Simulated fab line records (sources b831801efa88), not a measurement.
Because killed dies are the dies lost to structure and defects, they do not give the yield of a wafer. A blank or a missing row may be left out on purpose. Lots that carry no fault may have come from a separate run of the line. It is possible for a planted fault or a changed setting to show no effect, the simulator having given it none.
Matching of chambers    flow sky130    3 sister chambers for SKY_LI_CONTACT_HDPCVD_00 on hdpcvd-01
The step deposits PSG, target thk 930 nm, time 155 s. 20 wafers are shown with their chamber, then 10 later ones without.

WAFERS WITH THEIR CHAMBER
wafer   chamber  run-length-s (s)  pressure-mtorr (mTorr)
L232.1  1        182.6             5.999
L232.3  2        184.1             6.017
L232.4  0        182.9             5.981
L233.1  2        183.9             5.970
L233.2  0        183.3             5.998
L233.5  1        182.9             6.005
L237.1  0        183.4             6.004
L237.4  1        182.3             6.008
L237.5  1        182.5             5.991
L239.1  0        183.0             6.001
L239.2  1        182.8             5.989
L239.5  2        184.1             6.019
L241.3  1        182.6             6.012
L241.5  1        182.1             6.011
L241.6  0        182.9             6.010
L243.1  0        183.4             5.991
L243.4  2        183.8             6.018
L243.5  1        182.2             5.981
L246.1  1        182.3             5.994
L246.2  0        183.6             5.999

SIGNATURES, as means of the wafers listed above
reading         chamber 0  chamber 1  chamber 2  scatter within a chamber
run-length-s    183.214    182.478    183.975    0.258
pressure-mtorr  5.99771    5.99889    6.00600    0.0137
Rule: a wafer lies at a distance from a chamber equal to the root of the sum of squares, over the readings, of (its reading less the chamber's mean, divided by the reading's scatter). The wafer belongs to the nearest chamber; if the next one is less than 2 further off, it can't be placed. How the scatter is found: for the shown wafers, subtract from each reading the mean of its chamber, square and add these, divide the total by (wafers less chambers), then take the root.

WAFERS WITHOUT THEIR CHAMBER
wafer   run-length-s (s)  pressure-mtorr (mTorr)
L246.5  183.0             5.997
L251.2  182.4             6.024
L251.4  184.1             5.991
L251.5  182.9             6.011
L254.1  183.0             6.013
L254.2  182.2             6.001
L254.4  183.3             6.019
L255.3  182.3             6.010
L255.4  184.3             6.003
L255.5  182.8             5.994

CHAMBER TAKEN BY EACH
wafer   from the rows above           in truth
L246.5  can't be placed: 0 or 1       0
L251.2  can't be placed: 1 or 0       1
L251.4  2                             2
L251.5  can't be placed: 0 or 1       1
L254.1  can't be placed: 0 or 1       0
L254.2  1                             1
L254.4  can't be placed: 0 or 2 or 1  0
L255.3  1                             1
L255.4  2                             2
L255.5  can't be placed: 1 or 0       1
Placed correctly: 4 of 10. These rows do not allow placing 6 (true chamber among the candidates in 6). 0 placed wrongly.
